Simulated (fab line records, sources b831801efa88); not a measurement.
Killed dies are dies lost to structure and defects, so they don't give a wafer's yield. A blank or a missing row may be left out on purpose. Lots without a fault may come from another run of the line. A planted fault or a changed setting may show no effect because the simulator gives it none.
Chamber matching | flow sfq_line | SFQ_TRILAYER_A5B_CMP_CMP_130 on cmp-01: 4 sister chambers
The step polishes, stops on Nb, target thk 340.7 nm. 4 wafers are shown with their chamber, then 8 later ones without.

WAFERS WITH THEIR CHAMBER
wafer  | chamber | motor_current_A (A)
L141.5 | 2       | 10.2
L145.2 | 1       | 11.2
L145.6 | 0       | 10.5
L149.1 | 3       | 9.5

WAFERS WITHOUT THEIR CHAMBER
wafer  | motor_current_A (A)
L149.2 | 10.2
L149.6 | 10.4
L151.1 | 10.3
L151.5 | 10.7
L151.6 | 9.4
L156.3 | 9.5
L156.1 | 11.5
L156.6 | 10.1

WHICH CHAMBER EACH WENT THROUGH
wafer  | from the rows above     | in truth
L149.2 | 2                       | 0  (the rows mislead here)
L149.6 | can't be placed: 0 or 2 | 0
L151.1 | can't be placed: 2 or 0 | 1
L151.5 | 0                       | 0
L151.6 | 3                       | 3
L156.3 | 3                       | 3
L156.1 | 1                       | 1
L156.6 | 2                       | 2
Placed correctly: 5 of 8. Can't be placed from these rows: 2 (the true chamber is among the candidates in 1). Placed wrongly: 1.
How it was worked out, from the rows above alone: a wafer's distance from a chamber is the root of the sum, over the readings, of the square of ((its reading less the chamber's mean) divided by the reading's scatter). The wafer belongs to the nearest chamber; if the next one is less than 2 further off, it can't be placed. A chamber's mean is the mean of its shown wafers. The scatter: with one shown wafer a chamber, the root of the mean of the squares of how far each hidden wafer lies from its nearest shown one.
